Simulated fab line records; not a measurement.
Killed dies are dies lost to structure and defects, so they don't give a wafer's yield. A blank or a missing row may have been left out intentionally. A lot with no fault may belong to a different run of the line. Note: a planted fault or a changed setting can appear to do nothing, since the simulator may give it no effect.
Which tool was responsible? ; flow gf180mcu ; Sampling: 13 lots, 39 wafers, 5 of 602 route steps

## WHAT EACH GAUGE READ, for each wafer
GF_M4_RS_MEAS_05: uses a four-point probe to measure. Usual: M4_ALCU_RS typically reads 0.0696 ohm/sq, with standard deviation 0.00097.
lot;measured;on;M4_ALCU_RS (ohm/sq);flag
L645;day 21 23:06;filmMetro-03;0.0698 0.0694 0.0704;
L646;day 22 10:41;filmMetro-02;0.0684 0.0687 0.0682;
L647;day 23 23:23;filmMetro-02;0.0691 0.0696 0.0686;
L648;day 24 04:01;filmMetro-03;0.0694 0.0717 0.0707;
L649;day 24 05:19;filmMetro-03;0.0674 0.0679 0.0675;
L654;day 25 20:11;filmMetro-01;0.0699 0.0703 0.0699;
L660;day 27 14:25;filmMetro-03;0.0694 0.0694 0.0686;
L661;day 27 23:49;filmMetro-03;0.0699 0.0715 0.0704;
L662;day 28 02:29;filmMetro-03;0.0698 0.0692 0.0698;
L663;day 28 10:38;filmMetro-02;0.0694 0.0687 0.0705;
L664;day 28 17:41;filmMetro-03;0.0685 0.0697 0.0696;
L665;day 29 00:31;filmMetro-01;0.0712 0.0698 0.0711;
L668;day 29 19:20;filmMetro-02;0.0687 0.0689 0.0687;

GF_M4_THK_MEAS_06: measures by xrf. Usual: M4_ALCU_THK typically reads 443 nm, with standard deviation 6.7.
lot;measured;on;M4_ALCU_THK (nm);flag
L645;day 21 23:13;filmMetro-03;444 445 441;
L646;day 22 10:47;filmMetro-02;446 445 447;
L647;day 23 23:29;filmMetro-02;443 438 446;
L648;day 24 04:08;filmMetro-03;446 432 438;
L649;day 24 05:26;filmMetro-03;462 456 459;
L654;day 25 20:18;filmMetro-01;440 434 440;
L660;day 27 14:31;filmMetro-03;444 446 451;
L661;day 27 23:56;filmMetro-03;441 431 438;
L662;day 28 02:36;filmMetro-03;445 448 444;
L663;day 28 10:46;filmMetro-02;441 449 436;
L664;day 28 17:46;filmMetro-03;451 443 445;
L665;day 29 00:37;filmMetro-01;429 441 431;
L668;day 29 19:28;filmMetro-02;450 448 449;

GF_V4_THK_MEAS_03. Usual: V4_CVD_02_THK typically reads 855 nm, with standard deviation 11.
lot;measured;on;V4_CVD_02_THK (nm);flag
L645;day 22 23:33;filmMetro-01;850 857 867;
L646;day 23 10:40;filmMetro-01;851 863 876;
L647;day 24 22:17;filmMetro-03;855 876 865;
L648;day 25 01:32;filmMetro-04;869 869 870;
L649;day 25 03:55;filmMetro-01;838 857 854;
L654;day 26 17:37;filmMetro-03;0 0 0;OFF
L660;day 28 11:10;filmMetro-04;837 841 853;
L661;day 28 19:37;filmMetro-01;849 850 841;
L662;day 28 22:44;filmMetro-01;860 863 868;
L663;day 29 07:07;filmMetro-01;853 842 862;
L664;day 29 12:56;filmMetro-01;854 851 872;
L665;day 29 19:55;filmMetro-03;852 849 852;
L668;day 30 15:03;filmMetro-03;837 837 844;

## WHICH TOOL RAN EACH LOT (tool, then ch and the chambers of the sampled wafers, then the start)
lot;GF_M4_SPUTTER_01;GF_V4_CVD_02
L645;pvdSputter-01, day 21 22:58;pecvd-03 ch 0,1, day 22 23:28
L646;pvdSputter-03, day 22 10:32;pecvd-03 ch 0,1, day 23 10:35
L647;pvdSputter-03, day 23 23:14;pecvd-02 ch 1,2, day 24 22:13
L648;pvdSputter-03, day 24 03:54;pecvd-02 ch 0,1,2, day 25 01:28
L649;pvdSputter-03, day 24 05:11;pecvd-01 ch 1,2, day 25 03:51
L654;pvdSputter-01, day 25 20:04;pecvd-02 ch 0,1,2, day 26 17:32
L660;pvdSputter-02, day 27 14:16;pecvd-03 ch 0,1,2, day 28 11:05
L661;pvdSputter-01, day 27 23:41;pecvd-01 ch 0,1,2, day 28 19:33
L662;pvdSputter-02, day 28 02:21;pecvd-03 ch 0,1, day 28 22:37
L663;pvdSputter-03, day 28 10:31;pecvd-03 ch 0,1, day 29 07:01
L664;pvdSputter-01, day 28 17:30;pecvd-01 ch 0,1,2, day 29 12:52
L665;pvdSputter-01, day 29 00:22;pecvd-03 ch 1, day 29 19:44
L668;pvdSputter-02, day 29 19:13;pecvd-03 ch 0,2, day 30 14:59
- GF_M4_SPUTTER_01: material TiN, target thk 30 nm, time 25 s.
- GF_V4_CVD_02: deposits SiO2 from TEOS, target thk 850 nm, time 94.851 s.

## AS READ BY THE TOOLS THEMSELVES (means over the sampled wafers that have a number; for cases with no such wafer, the mark the record gives instead)
GF_M4_SPUTTER_01. Usual: chamberPressurePa 0.4001 Pa, standard deviation 0.00075; throttleValvePct 30.2 %, standard deviation 0.7.
lot;tool;chamberPressurePa (Pa);throttleValvePct (%);flag
L645;pvdSputter-01;0.4008;30.0;
L646;pvdSputter-03;0.4004;30.3;
L647;pvdSputter-03;0.4010;30.6;
L648;pvdSputter-03;0.4007;30.4;
L649;pvdSputter-03;0.3997;30.6;
L654;pvdSputter-01;0.3998;29.9;
L660;pvdSputter-02;0.4001;29.6;
L661;pvdSputter-01;0.3998;29.6;
L662;pvdSputter-02;0.4004;29.6;
L663;pvdSputter-03;0.3998;30.7;
L664;pvdSputter-01;0.4002;29.8;
L665;pvdSputter-01;0.4007;29.9;
L668;pvdSputter-02;0.4001;28.9;

GF_V4_CVD_02. Usual: heaterPowerOuterW 380 W, standard deviation 60; heaterPowerW 658 W, standard deviation 86.
lot;tool;heaterPowerOuterW (W);heaterPowerW (W);flag
L645;pecvd-03;429;738;
L646;pecvd-03;426;755;
L647;pecvd-02;357;624;
L648;pecvd-02;346;596;
L649;pecvd-01;331;602;
L654;pecvd-02;-;-;OFF
L660;pecvd-03;431;733;
L661;pecvd-01;337;599;
L662;pecvd-03;435;749;
L663;pecvd-03;452;774;
L664;pecvd-01;364;637;
L665;pecvd-03;442;755;
L668;pecvd-03;401;700;

## THE ANSWER, worked out from the rows above alone
Rule: a lot counts as off when the mean over its wafers that have a number is more than 3 standard deviations away from the usual mean. Also off: a lot with no number at a reading for which 4 or more lots have one. The other lots that the step has rows for count as sound. The gauges are gone through in route order, then the tools' own readings, and for those a lot's mean is taken as printed above. At the first step where some lot is off, the reading lying furthest off is the one used; lots without a number count as furthest.
Off: L654, seen at GF_V4_THK_MEAS_03 (V4_CVD_02_THK).
A tool fits if, at a process step before that reading, it ran every lot that is off, and no sound lot after the first of them. The gauges at GF_V4_THK_MEAS_03 aren't tried: what is off there is off at GF_V4_CVD_02 too, on other tools, and a gauge's error can't cause that. One fits: pecvd-02 at GF_V4_CVD_02. A fault onset in the window from L648 (day 25 01:28, its last sound lot) to L654 (day 26 17:32, its first lot off) fits.
Blank at GF_V4_CVD_02 on the lots that are off, where sound lots have numbers: heaterPowerOuterW, heaterPowerW.

## WHAT THE SIMULATOR HAD INSERTED
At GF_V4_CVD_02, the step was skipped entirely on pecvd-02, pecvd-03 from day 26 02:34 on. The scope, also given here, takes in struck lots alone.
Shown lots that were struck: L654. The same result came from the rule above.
